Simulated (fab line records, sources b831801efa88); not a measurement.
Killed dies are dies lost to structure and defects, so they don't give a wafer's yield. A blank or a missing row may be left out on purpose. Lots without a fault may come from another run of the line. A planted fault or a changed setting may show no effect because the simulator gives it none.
Chamber matching | flow gf180mcu | GF_CONTACT_ETCH_16 on rie_diel-04: 4 sister chambers
The step etches BARC in N2/H2. 4 wafers are shown with their chamber, then 9 later ones without.

WAFERS WITH THEIR CHAMBER
wafer  | chamber | drypump_motor_current_A (A)
L319.5 | 0       | 5.6
L321.3 | 1       | 5.8
L321.5 | 2       | 6.8
L321.6 | 3       | 6.0

WAFERS WITHOUT THEIR CHAMBER
wafer  | drypump_motor_current_A (A)
L325.1 | 6.8
L325.3 | 6.0
L325.5 | 5.6
L330.1 | 5.9
L330.5 | 5.8
L330.6 | 5.6
L332.2 | 6.9
L332.5 | 5.5
L332.6 | 6.0

WHICH CHAMBER EACH WENT THROUGH
wafer  | from the rows above     | in truth
L325.1 | 2                       | 2
L325.3 | 3                       | 3
L325.5 | 0                       | 0
L330.1 | can't be placed: 3 or 1 | 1
L330.5 | 1                       | 1
L330.6 | 0                       | 0
L332.2 | 2                       | 2
L332.5 | 0                       | 0
L332.6 | 3                       | 3
Placed correctly: 8 of 9. Can't be placed from these rows: 1 (the true chamber is among the candidates in 1). Placed wrongly: 0.
How it was worked out, from the rows above alone: a wafer's distance from a chamber is the root of the sum, over the readings, of the square of ((its reading less the chamber's mean) divided by the reading's scatter). The wafer belongs to the nearest chamber; if the next one is less than 2 further off, it can't be placed. A chamber's mean is the mean of its shown wafers. The scatter: with one shown wafer a chamber, the root of the mean of the squares of how far each hidden wafer lies from its nearest shown one.
